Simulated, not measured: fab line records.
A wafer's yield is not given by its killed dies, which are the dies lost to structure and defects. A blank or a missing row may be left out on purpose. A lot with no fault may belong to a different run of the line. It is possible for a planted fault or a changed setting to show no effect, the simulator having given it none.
fab line records	flow sfq_line
record: lots: 7	wafers: 19	last_day: 86
route steps=325 shown R5@218 I5@228
lots that met no fault: from a run of the same line without faults
start_h: the number of hours between the record's first day and the start of the first shown wafer of the lot	wait_h: how many hours have passed since the lot's step before this one	" same as the row above	L1.1+2: several wafers, shown together as one row	- no value present, or no start provided	* or withheld: withheld	< > ~ a bound
route shown NAME@n: NAME is a module with steps in the file, n the number in the route of the first one	usual: mean/standard deviation taken from wafers without a fault	same: alike in all rows	chamber/n: place in a boat	sites: per-site readings	_std_site: standard deviation across them	_edge_site: inner sites' mean taken away from outer sites' mean	radius_mm: how far each site lies from the wafer's centre	mask NAME#n: copy n	behind: the most recent tool/chamber to have shaped the wafer	hold: the reason the lot was held/the length of the hold in hours/how it ended	device: the transistor (n, p or np) that didn't switch	end of line: the route-end tests of the same wafers	where a step has no rows: the recipe by itself	killed: count of dies lost to structure and defects at first sort (not the wafer's yield)	map: per-die view of a wafer (x killed, . not killed, _ where there is no die)
set.NAME: the setting as run; set.NAME@STEP: as run at that earlier step	model.NAME: the simulator's own value behind a step, which no gauge read
lots at selected steps of the route; one table per step, one row per wafer
services: when a tool's chamber went out of use (start_h, in hours from the record's first day, below 0 if earlier), for how many hours, and the reason
== steps ==
step: SFQ_TRILAYER_R5_LITHO_COAT_136
recipe: resist: KrF	spin_rpm: 3000	resist_thk_nm: 600
step: SFQ_TRILAYER_R5_LITHO_SOFTBAKE_140
recipe: temp_c: withheld	time_s: withheld	resist: KrF
step: SFQ_TRILAYER_R5_LITHO_EXPOSE_137
recipe: mask_id: R5	na: 0.6	source_shape: conventional	sigma_outer: 0.65	target_cd_nm: 500	dose_mj: 14.4
step: SFQ_TRILAYER_R5_LITHO_PEB_139
recipe: peb_temp_c: 115	peb_time_s: 60	resist: KrF
step: SFQ_TRILAYER_R5_LITHO_DEVELOP_138
recipe: time_s: 60	resist: KrF
step: SFQ_R5_OVL_MEAS_935
usual: R5_OVL: 2/5.5
lot.wafer	tool	chamber	start_h	wait_h	R5_OVL[nm]
L980.4	overlay-01	-	1368.22	0.1	2
L980.5	"	-	"	"	0
L980.6	"	-	"	"	7
L992.1	overlay-02	-	1454.78	0.1	9
L992.5	"	-	"	"	4
L992.6	"	-	"	"	2
L994.1	overlay-02	-	1469.78	0.1	-4
L994.2	"	-	"	"	-2
L994.5	"	-	"	"	-4
L996.1	overlay-01	-	1472.78	0.1	-14
L996.4	"	-	"	"	1
L996.6	"	-	"	"	-2
L998.5	overlay-01	-	1482.05	0.0	2
L998.6	"	-	"	"	7
L100.2	overlay-01	-	1490.43	0.1	5
L100.6	"	-	"	"	-1
L103.1	overlay-01	-	1527.42	0.1	10
L103.4	"	-	"	"	6
L103.5	"	-	"	"	4
step: SFQ_TRILAYER_R5_BARC_OPEN_METAL_ETCH_177
recipe: mask_material: PR	chemistry: O2	target_depth_nm: 125	target: BARC	icp_w: 600	bias_w: 80	pressure_mtorr: 10	time_s: 41.7
usual: drypump_motor_current_A: 6.1/0.45	oes_product_au: 0.685/0.0046
lot.wafer	tool	chamber	start_h	wait_h	drypump_motor_current_A	oes_product_au	rf_hours_counter_h
L980.4	rie_metal-02	1	1368.26	0.0	6.2	0.680	-
L980.5	"	0	"	"	5.4	0.682	-
L980.6	"	1	"	"	6.2	0.686	-
L992.1	rie_metal-03	1	1454.81	0.0	6.6	0.689	124
L992.5	"	1	"	"	6.6	0.694	-
L992.6	"	0	"	"	6.2	0.686	-
L994.1	rie_metal-02	0	1469.81	0.0	5.4	0.694	90
L994.2	"	1	"	"	6.2	0.689	113
L994.5	"	0	"	"	5.4	0.687	-
L996.1	rie_metal-02	1	1472.81	0.0	6.2	0.685	113
L996.4	"	1	"	"	6.2	0.687	-
L996.6	"	0	"	"	5.4	0.677	-
L998.5	rie_metal-02	0	1482.10	0.0	5.5	0.688	-
L998.6	"	1	"	"	6.2	0.688	-
L100.2	rie_metal-03	0	1490.46	0.0	6.2	0.689	41
L100.6	"	0	"	"	6.2	0.684	-
L103.1	rie_metal-01	1	1527.46	0.0	5.3	0.690	42
L103.4	"	0	"	"	5.6	0.680	-
L103.5	"	0	"	"	5.6	0.680	-
step: SFQ_TRILAYER_R5_ETCH_METAL_ETCH_139
recipe: stop_on: SiO2	mask_material: PR	chemistry: Cl2	target_depth_nm: 60	icp_w: 600	bias_w: 80	pressure_mtorr: 10	time_s: 40
usual: drypump_motor_current_A: 6.1/0.45	oes_product_au: 0.992/0.0056
lot.wafer	tool	chamber	start_h	wait_h	drypump_motor_current_A	oes_product_au	rf_hours_counter_h
L980.4	rie_metal-02	1	1368.32	0.0	6.2	0.996	-
L980.5	"	0	"	"	5.4	0.987	-
L980.6	"	1	"	"	6.2	0.991	-
L992.1	rie_metal-03	1	1454.87	0.0	6.6	0.986	124
L992.5	"	1	"	"	6.6	0.990	-
L992.6	"	0	"	"	6.2	0.998	-
L994.1	rie_metal-02	0	1469.87	0.0	5.4	0.993	90
L994.2	"	1	"	"	6.2	0.998	113
L994.5	"	0	"	"	5.4	0.986	-
L996.1	rie_metal-02	1	1472.87	0.0	6.2	1.000	113
L996.4	"	1	"	"	6.2	0.992	-
L996.6	"	0	"	"	5.4	0.990	-
L998.5	rie_metal-02	0	1482.16	0.0	5.4	0.991	-
L998.6	"	1	"	"	6.2	0.993	-
L100.2	rie_metal-03	0	1490.52	0.0	6.2	0.992	41
L100.6	"	0	"	"	6.2	0.988	-
L103.1	rie_metal-01	1	1527.52	0.0	5.3	0.988	42
L103.4	"	0	"	"	5.6	1.002	-
L103.5	"	0	"	"	5.6	0.997	-
step: SFQ_TRILAYER_R5_STRIP_STRIP_140
recipe: gas: O2	power_w: 200	platen_temp_c: 40	overash_fraction: 0.65	chemistry: O2	pressure_mtorr: 50
usual: drypump_motor_current_A: 6.1/0.45	oes_product_au: 1.005/0.0083
lot.wafer	tool	chamber	start_h	wait_h	drypump_motor_current_A	oes_product_au	rf_hours_counter_h
L980.4	rie_metal-02	1	1368.56	0.2	6.2	1.010	-
L980.5	"	0	"	"	5.4	1.011	-
L980.6	"	1	"	"	6.2	1.014	-
L992.1	rie_metal-03	1	1454.93	0.0	6.6	1.000	124
L992.5	"	1	"	"	6.7	0.992	-
L992.6	"	0	"	"	6.2	1.009	-
L994.1	rie_metal-02	0	1469.93	0.0	5.4	1.003	90
L994.2	"	1	"	"	6.2	1.002	113
L994.5	"	0	"	"	5.4	1.012	-
L996.1	rie_metal-02	1	1472.93	0.0	6.2	1.014	113
L996.4	"	1	"	"	6.2	1.016	-
L996.6	"	0	"	"	5.4	1.002	-
L998.5	rie_metal-02	0	1482.58	0.4	5.5	1.009	-
L998.6	"	1	"	"	6.2	1.005	-
L100.2	rie_metal-03	0	1490.58	0.0	6.2	1.003	41
L100.6	"	0	"	"	6.2	0.994	-
L103.1	rie_metal-01	1	1527.57	0.0	5.3	0.994	42
L103.4	"	0	"	"	5.6	1.013	-
L103.5	"	0	"	"	5.6	1.018	-
step: SFQ_TRILAYER_R5_STRIP_SOLV_CLEAN_141
recipe: chemistry: NMP	temp_c: 70	time_s: 600
step: SFQ_TRILAYER_A5C_DEP_PECVD_142
recipe: material: SiO2	temp_c: 150	time_s: 15.556	pressure_torr: 2.4	rf_w: 183.3	precursor: SiH4/N2O	target_thk_nm: 70
usual: heater_power_outer_w: 32/6.5	heater_power_w: 86/16	throttle_valve_pct: 24.5/0.77
lot.wafer	tool	chamber	start_h	wait_h	heater_power_outer_w	heater_power_w	throttle_valve_pct
L980.4	pecvd-02	0	1369.14	0.0	24	69	25.5
L980.5	"	2	"	"	41	114	24.5
L980.6	"	1	"	"	35	89	24.7
L992.1	pecvd-02	0	1455.72	0.0	21	65	25.2
L992.5	"	2	"	"	41	109	24.2
L992.6	"	1	"	"	37	90	24.5
L994.1	pecvd-04	0	1470.71	0.0	41	105	22.9
L994.2	"	1	"	"	23	69	24.8
L994.5	"	1	"	"	24	68	24.7
L996.1	pecvd-02	1	1473.71	0.0	32	85	24.5
L996.4	"	1	"	"	33	84	24.6
L996.6	"	2	"	"	41	109	24.3
L998.5	pecvd-03	1	1482.97	0.0	18	56	24.5
L998.6	"	2	"	"	31	77	24.6
L100.2	pecvd-02	0	1491.36	0.0	29	77	25.4
L100.6	"	0	"	"	29	79	25.8
L103.1	pecvd-04	1	1528.37	0.0	28	74	24.7
L103.4	"	0	"	"	38	102	23.0
L103.5	"	2	"	"	31	87	23.6
step: SFQ_TRILAYER_I5_LITHO_COAT_149
recipe: resist: BARC	spin_rpm: 3000	resist_thk_nm: 62
step: SFQ_TRILAYER_I5_LITHO_COAT_144
recipe: resist: KrF	spin_rpm: 3000	resist_thk_nm: 650
lot.wafer	tool	chamber	start_h	wait_h	model.KrF_of_TRILAYER_I5_LITHO_COAT_144.thk_nm
L980.4	litho_track-01	0	1369.61	0.2	650.8
L980.5	"	0	"	"	652.5
L980.6	"	0	"	"	650.4
L992.1	litho_track-03	0	1456.05	0.2	646.1
L992.5+6	"	0	"	"	649.5
L994.1	litho_track-04	0	1471.04	0.2	651.2
L994.2	"	0	"	"	654
L994.5	"	0	"	"	650.4
L996.1	litho_track-01	0	1474.03	0.2	650.8
L996.4	"	0	"	"	650.4
L996.6	"	0	"	"	595.9
L998.5	litho_track-01	0	1483.48	0.2	651.8
L998.6	"	0	"	"	596.6
L100.2	litho_track-01	0	1491.73	0.2	593.9
L100.6	"	0	"	"	594.3
L103.1	litho_track-04	0	1528.69	0.2	651.4
L103.4	"	0	"	"	651.8
L103.5	"	0	"	"	651
step: SFQ_TRILAYER_I5_LITHO_SOFTBAKE_148
recipe: temp_c: withheld	time_s: withheld	resist: KrF
step: SFQ_TRILAYER_I5_LITHO_EXPOSE_145
recipe: mask_id: I5	na: 0.6	source_shape: conventional	sigma_outer: 0.65	target_cd_nm: 700	dose_mj: 21.3
step: SFQ_TRILAYER_I5_LITHO_PEB_147
recipe: peb_temp_c: 115	peb_time_s: 60	resist: KrF
step: SFQ_TRILAYER_I5_LITHO_DEVELOP_146
recipe: time_s: 60	resist: KrF
step: SFQ_I5_OVL_MEAS_936
usual: I5_OVL: 0/5.5
lot.wafer	tool	chamber	start_h	wait_h	I5_OVL[nm]
L980.4	overlay-02	-	1495.60	0.1	3
L980.5	"	-	"	"	-2
L980.6	"	-	"	"	2
L992.1	overlay-01	-	1568.55	0.1	-2
L992.5	"	-	"	"	1
L992.6	"	-	"	"	3
L994.1	overlay-01	-	1576.95	0.1	1
L994.2	"	-	"	"	3
L994.5	"	-	"	"	1
L996.1	overlay-01	-	1581.75	0.1	9
L996.4	"	-	"	"	-2
L996.6	"	-	"	"	-2
L998.5	overlay-02	-	1589.95	0.0	-2
L998.6	"	-	"	"	-2
L100.2	overlay-01	-	1599.92	0.1	0
L100.6	"	-	"	"	-4
L103.1	overlay-02	-	1610.37	0.1	-7
L103.4	"	-	"	"	-1
L103.5	"	-	"	"	-6
step: SFQ_TRILAYER_I5_BARC_OPEN_VIA_ETCH_200
recipe: mask_material: PR	chemistry: O2	target_depth_nm: 125	target: BARC	source_w: 500	bias_w: 80	pressure_mtorr: 30	time_s: 41.7
usual: drypump_motor_current_A: 5.55/0.25	oes_product_au: 0.685/0.0043
lot.wafer	tool	chamber	start_h	wait_h	drypump_motor_current_A	oes_product_au	rf_hours_counter_h	model.KrF_of_TRILAYER_I5_LITHO_COAT_144.thk_nm
L980.4	rie_diel-04	2	1495.61	0.0	5.23	0.686	19	573.7
L980.5	"	0	"	"	5.85	0.689	-	576.9
L980.6	"	3	"	"	5.37	0.680	-	572.3
L992.1	rie_diel-01	0	1568.59	0.0	5.10	0.680	14	569
L992.5	"	1	"	"	5.57	0.684	-	573.7
L992.6	"	2	"	"	5.41	0.684	-	570.4
L994.1	rie_diel-04	3	1576.99	0.0	5.38	0.683	19	574
L994.2	"	1	"	"	5.95	0.687	2	576.6
L994.5	"	1	"	"	5.94	0.689	-	573.1
L996.1	rie_diel-04	1	1581.79	0.0	5.96	0.689	2	573.4
L996.4	"	3	"	"	5.36	0.679	19	573.3
L996.6	"	0	"	"	5.83	0.683	-	520.4
L998.5	rie_diel-01	1	1589.99	0.0	5.56	0.681	-	576.3
L998.6	"	2	"	"	5.41	0.698	-	517.7
L100.2	rie_diel-01	0	1599.95	0.0	5.11	0.688	15	516.9
L100.6	"	0	"	"	5.11	0.688	-	517.9
L103.1	rie_diel-04	2	1610.40	0.0	5.22	0.681	21	573.5
L103.4	"	1	"	"	5.96	0.685	3	574.8
L103.5	"	0	"	"	5.84	0.684	-	574.9
step: SFQ_TRILAYER_I5_ETCH_VIA_ETCH_147
recipe: stop_on: Nb	mask_material: PR	chemistry: CHF3	target_depth_nm: 360	source_w: 500	bias_w: 80	pressure_mtorr: 30	time_s: withheld
usual: drypump_motor_current_A: 5.55/0.25	oes_product_au: 0.986/0.0076
lot.wafer	tool	chamber	start_h	wait_h	drypump_motor_current_A	oes_product_au
L980.4	rie_diel-04	2	1495.65	0.0	5.21	0.987
L980.5	"	0	"	"	5.84	0.974
L980.6	"	3	"	"	5.38	0.994
L992.1	rie_diel-01	0	1568.63	0.0	5.10	0.988
L992.5	"	1	"	"	5.53	0.975
L992.6	"	2	"	"	5.41	1.001
L994.1	rie_diel-04	3	1577.03	0.0	5.38	0.993
L994.2	"	1	"	"	5.97	0.989
L994.5	"	1	"	"	5.95	0.984
L996.1	rie_diel-04	1	1581.83	0.0	5.98	0.985
L996.4	"	3	"	"	5.37	0.987
L996.6	"	0	"	"	5.82	0.975
L998.5	rie_diel-01	1	1590.08	0.1	5.56	0.976
L998.6	"	2	"	"	5.41	0.986
L100.2	rie_diel-01	0	1599.99	0.0	5.11	0.984
L100.6	"	0	"	"	5.10	0.985
L103.1	rie_diel-04	2	1610.44	0.0	5.24	0.996
L103.4	"	1	"	"	5.95	0.989
L103.5	"	0	"	"	5.81	0.976
== services ==
tool	chamber	start_h	hours	kind
pecvd-04	-	1362.02	1.9	repair
pecvd-04	2	1379.17	8.1	repair
rie_metal-01	1	1386.96	23.0	repair
rie_diel-04	2	1393.20	10.8	repair
pecvd-04	1	1405.56	9.6	repair
rie_metal-03	-	1406.32	1.4	pm
rie_diel-01	-	1407.52	1.5	repair
pecvd-04	2	1414.51	9.4	repair
pecvd-04	0	1414.66	27.0	repair
pecvd-02	-	1447.58	0.8	repair
rie_diel-01	1	1449.90	15.4	repair
pecvd-04	2	1461.98	11.2	repair
rie_metal-01	-	1466.96	1.0	repair
pecvd-02	-	1489.51	1.6	repair
rie_diel-01	-	1496.27	0.6	repair
rie_diel-01	-	1517.92	2.8	pm
pecvd-02	-	1520.35	2.3	repair
pecvd-02	1	1553.67	22.2	repair
rie_metal-03	0	1555.44	6.7	repair
rie_metal-03	1	1566.50	1.8	repair
rie_metal-02	-	1570.84	1.4	pm
pecvd-04	0	1583.96	8.9	repair
rie_metal-02	-	1598.34	14.6	pm
pecvd-02	-	1600.75	1.0	repair
== key ==
first_sign none at tools or gauges
model_effect: step: SFQ_TRILAYER_I5_LITHO_COAT_144	value: KrF_of_TRILAYER_I5_LITHO_COAT_144.thk_nm	without: 651.3	struck: 595.2
model_effect: step: SFQ_TRILAYER_I5_BARC_OPEN_VIA_ETCH_200	value: KrF_of_TRILAYER_I5_LITHO_COAT_144.thk_nm	without: 574.4	struck: 518.2
met_at SFQ_TRILAYER_I5_LITHO_COAT_144
struck_wafers L996.6,L998.6,L100.2,L100.6
onset_between 1369.61 1474.03
fault: kind: process_parameter_drift	tool: litho_track-01	chamber: -	onset_h: 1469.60	steps: SFQ_TRILAYER_I5_LITHO_COAT_144	channel: resist_thk_nm	offset: -56.042	shape: step	end_h: 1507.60	scope: struck_wafers_only	acts_in: these_recipes_only	stated: 650
